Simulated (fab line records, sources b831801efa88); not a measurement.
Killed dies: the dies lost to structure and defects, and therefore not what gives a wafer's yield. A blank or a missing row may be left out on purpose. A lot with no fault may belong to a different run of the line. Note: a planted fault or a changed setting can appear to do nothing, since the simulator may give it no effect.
Which of the tools did it? | flow gf180mcu | 14 lots with 41 wafers sampled at 4 steps, on a route of 602 steps

## WHAT THE GAUGES READ, wafer by wafer
GF_V5_THK_MEAS_03.
lot  | measured     | on            | V5_CVD_02_THK (nm)
L476 | day 26 01:16 | film_metro-02 | 1435 1457 1459
L478 | day 26 22:33 | film_metro-03 | 1465 1449 1469
L479 | day 27 11:18 | film_metro-03 | 1430 1434 1460
L481 | day 28 05:04 | film_metro-03 | 1434 1448 1439
L480 | day 28 07:32 | film_metro-01 | 1419 1441 1462
L483 | day 28 19:32 | film_metro-03 | 1457 1484 1484
L482 | day 29 09:49 | film_metro-01 | 1456 1434 1466
L484 | day 29 14:10 | film_metro-02 | 1473 1448 1451
L490 | day 31 06:01 | film_metro-03 | 1457 1443
L494 | day 31 22:36 | film_metro-03 | 1432 1431 1464
L495 | day 32 02:08 | film_metro-02 | 1421 1413 1444
L497 | day 32 13:16 | film_metro-02 | 1457 1443 1457
L498 | day 32 18:28 | film_metro-01 | 1444 1471 1458
L499 | day 33 06:11 | film_metro-01 | 1456 1446 1455

## EACH LOT AND THE TOOL THAT RAN IT (in order: tool; ch and the chambers of the sampled wafers; start)
lot  | GF_HV_LDD_ETCHBACK_58              | GF_MIM_SPUTTER_09            | GF_M5_ETCH_09
L476 | rie_diel-01 ch 1,3, day 12 08:23   | pvd_sputter-01, day 24 04:24 | rie_diel-04 ch 2,3, day 26 00:20
L478 | rie_diel-03 ch 1,2, day 12 23:58   | pvd_sputter-04, day 25 02:01 | rie_diel-01 ch 2,3, day 26 21:37
L479 | rie_diel-02 ch 0,2, day 13 16:14   | pvd_sputter-01, day 25 17:05 | rie_diel-04 ch 0,1, day 27 10:23
L481 | rie_diel-02 ch 2,3, day 14 12:16   | pvd_sputter-01, day 26 12:27 | rie_diel-04 ch 1,2,3, day 28 04:10
L480 | rie_diel-02 ch 0,2, day 14 15:17   | pvd_sputter-01, day 26 13:16 | rie_diel-04 ch 0,1,2, day 28 06:38
L483 | rie_diel-03 ch 1,3, day 15 04:35   | pvd_sputter-02, day 27 03:01 | rie_diel-01 ch 0,1,2, day 28 18:38
L482 | rie_diel-03 ch 0,2, day 15 14:28   | pvd_sputter-04, day 27 18:26 | rie_diel-02 ch 0,1,2, day 29 08:52
L484 | rie_diel-02 ch 0,3, day 16 00:37   | pvd_sputter-04, day 27 22:43 | rie_diel-04 ch 0,3, day 29 13:07
L490 | rie_diel-03 ch 0,2, day 17 11:55   | pvd_sputter-02, day 29 16:14 | rie_diel-04 ch 1,3, day 31 05:03
L494 | rie_diel-03 ch 1,2,3, day 18 17:17 | pvd_sputter-02, day 30 08:49 | rie_diel-04 ch 0,3, day 31 21:41
L495 | rie_diel-02 ch 0,1,3, day 18 22:41 | pvd_sputter-01, day 30 12:17 | rie_diel-02 ch 0,1,2, day 32 01:13
L497 | rie_diel-01 ch 0,1,3, day 19 16:29 | pvd_sputter-04, day 31 01:11 | rie_diel-02 ch 1,2,3, day 32 12:20
L498 | rie_diel-02 ch 1,2, day 19 21:44   | pvd_sputter-02, day 31 05:32 | rie_diel-01 ch 0,2, day 32 17:00
L499 | rie_diel-01 ch 0,1,3, day 20 19:07 | pvd_sputter-02, day 31 18:50 | rie_diel-04 ch 0,3, day 33 05:10
- GF_HV_LDD_ETCHBACK_58: etches Si3N4 in CH3F/O2, stops on SiO2, time 100 s, target depth 90 nm.
- GF_MIM_SPUTTER_09: material TiN, target thk 35 nm, time 29.2 s.
- GF_M5_ETCH_09: etches Si3N4 in CF4/O2, target depth 52 nm, time 11.6 s.

## WHAT THE TOOLS THEMSELVES READ (means of the sampled wafers that have a number; where no wafer has one, the mark that the record gives instead)
GF_HV_LDD_ETCHBACK_58.
lot  | tool        | drypump_motor_current_A (A) | oes_product_au (a.u.) | throttle_valve_pct (%)
L476 | rie_diel-01 | 5.8                         | 0.843                 | 10.569
L478 | rie_diel-03 | 6.1                         | 0.838                 | 10.559
L479 | rie_diel-02 | 6.2                         | 0.833                 | 10.552
L481 | rie_diel-02 | 5.6                         | 0.848                 | 10.559
L480 | rie_diel-02 | 5.9                         | 0.847                 | 10.565
L483 | rie_diel-03 | 6.2                         | 0.846                 | 10.564
L482 | rie_diel-03 | 6.2                         | 0.843                 | 10.560
L484 | rie_diel-02 | 5.5                         | 0.846                 | 10.559
L490 | rie_diel-03 | 6.1                         | 0.845                 | 10.564
L494 | rie_diel-03 | 5.9                         | 0.845                 | 10.560
L495 | rie_diel-02 | 5.6                         | 0.837                 | 10.558
L497 | rie_diel-01 | 5.8                         | 0.835                 | 10.569
L498 | rie_diel-02 | 6.1                         | 0.838                 | 10.566
L499 | rie_diel-01 | 5.8                         | 0.842                 | 10.567

GF_MIM_SPUTTER_09.
lot  | tool           | throttle_valve_pct (%)
L476 | pvd_sputter-01 | 28.3
L478 | pvd_sputter-04 | 29.6
L479 | pvd_sputter-01 | 28.2
L481 | pvd_sputter-01 | 28.6
L480 | pvd_sputter-01 | 27.3
L483 | pvd_sputter-02 | 31.1
L482 | pvd_sputter-04 | 29.6
L484 | pvd_sputter-04 | 29.6
L490 | pvd_sputter-02 | 29.8
L494 | pvd_sputter-02 | 31.1
L495 | pvd_sputter-01 | 28.6
L497 | pvd_sputter-04 | 29.1
L498 | pvd_sputter-02 | 30.8
L499 | pvd_sputter-02 | 30.7

GF_M5_ETCH_09.
lot  | tool        | drypump_motor_current_A (A) | oes_product_au (a.u.) | throttle_valve_pct (%)
L476 | rie_diel-04 | 5.3                         | 1.010                 | 5.980
L478 | rie_diel-01 | 5.6                         | 1.008                 | 5.968
L479 | rie_diel-04 | 5.1                         | 1.009                 | 5.979
L481 | rie_diel-04 | 5.3                         | 1.013                 | 5.974
L480 | rie_diel-04 | 5.2                         | 1.001                 | 5.975
L483 | rie_diel-01 | 5.7                         | 1.015                 | 5.972
L482 | rie_diel-02 | 6.0                         | 0.997                 | 5.965
L484 | rie_diel-04 | 5.8                         | 0.999                 | 5.972
L490 | rie_diel-04 | 5.3                         | 1.011                 | 5.985
L494 | rie_diel-04 | 5.8                         | 1.000                 | 5.968
L495 | rie_diel-02 | 6.1                         | 0.994                 | 5.974
L497 | rie_diel-02 | 5.9                         | 0.984                 | 5.971
L498 | rie_diel-01 | 5.8                         | 1.019                 | 5.966
L499 | rie_diel-04 | 5.8                         | 0.995                 | 5.973

## THE ANSWER, worked out from the rows above alone
Rule: the usual values come from the lots themselves. Put in order of their means at a reading, lots are off if they are a third of the lots or fewer, leave a main group of 4 or more, and stand apart from it by a gap of 3 or more times the standard deviation of the main group's means; of several such gaps the widest counts. A main group whose means are all the same, to the digits that the tables above print for the reading, isn't used. A lot without any number at a reading at which 4 lots or more have one is off too. All remaining lots with rows at the step are treated as sound. First the gauges in route order, then the tools' own readings, where a lot's mean is used as printed above. The first step at which some lot is off is used, and at that step the reading that is off furthest; a lot without a number counts as furthest.
Across all readings shown, no lot is off: no conclusion can be drawn from this.

## WHAT HAD BEEN PUT IN BY THE SIMULATOR
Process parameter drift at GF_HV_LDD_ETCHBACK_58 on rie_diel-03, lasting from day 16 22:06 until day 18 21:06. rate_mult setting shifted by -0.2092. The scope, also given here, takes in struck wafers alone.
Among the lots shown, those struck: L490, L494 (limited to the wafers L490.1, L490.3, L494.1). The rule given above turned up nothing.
